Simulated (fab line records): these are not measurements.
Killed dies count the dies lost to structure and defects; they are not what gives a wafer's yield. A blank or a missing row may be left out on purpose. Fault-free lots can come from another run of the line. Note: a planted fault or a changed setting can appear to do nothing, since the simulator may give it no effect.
What tool caused it? | flow sky130 | 12 lots with 36 wafers sampled at 2 steps, on a route of 708 steps

== WHAT THE GAUGES SHOWED, per wafer ==
SKY_VIA3_BOW_MEAS_03.
lot  | measured     | on            | VIA3_BOW (um)
L075 | day 38 22:42 | film-metro-02 | 78 72 83
L077 | day 39 17:13 | film-metro-01 | 66 78 79
L078 | day 39 21:26 | film-metro-01 | 58 72 70
L080 | day 40 15:30 | film-metro-02 | 81 80 76
L083 | day 41 05:19 | film-metro-02 | 75 72 79
L085 | day 41 22:57 | film-metro-03 | 83 75 83
L087 | day 42 10:05 | film-metro-03 | 86 82 85
L089 | day 43 00:51 | film-metro-01 | 74 68 77
L091 | day 43 16:40 | film-metro-02 | 74 87 74
L093 | day 44 06:05 | film-metro-01 | 87 85 81
L095 | day 44 18:18 | film-metro-03 | 72 81 82
L097 | day 44 22:31 | film-metro-01 | 80 83 66

== TOOL THAT RAN EACH LOT (tool first, then ch and the chambers of the sampled wafers, then the start) ==
lot  | SKY_METAL2_ETCH_18
L075 | rie-metal-04 ch 0,1, day 35 12:22
L077 | rie-metal-02 ch 0,1, day 36 07:05
L078 | rie-metal-02 ch 0,1, day 36 10:37
L080 | rie-metal-03 ch 0,1, day 37 06:05
L083 | rie-metal-03 ch 0,1, day 37 21:10
L085 | rie-metal-02 ch 0,1, day 38 15:58
L087 | rie-metal-04 ch 0,1, day 39 04:05
L089 | rie-metal-04 ch 0,1, day 39 19:37
L091 | rie-metal-03 ch 0,1, day 40 12:04
L093 | rie-metal-04 ch 0,1, day 41 01:13
L095 | rie-metal-04 ch 0,1, day 41 15:41
L097 | rie-metal-02 ch 0,1, day 41 20:40
- SKY_METAL2_ETCH_18: etches BARC in N2/H2, stops on SiO2, time 45.9 s, target depth 60 nm.

== THE ANSWER, worked out from the rows above alone ==
Rule: the usual values come from the lots themselves. The widest of any qualifying gaps counts: lots, ordered by their means at a reading, are off when they make up no more than a third of the lots, leave a main group of 4 or more, and stand apart from it by 3 or more times the standard deviation of that group's means. If all means in a main group match to the digits the tables above print for the reading, that group is not used. Also off: a lot with no number at a reading for which 4 or more lots have one. Any other lot the step has rows for is counted as sound.
No lot is off at any reading shown: from this, nothing can be told.

== WHAT WAS PUT IN BY THE SIMULATOR ==
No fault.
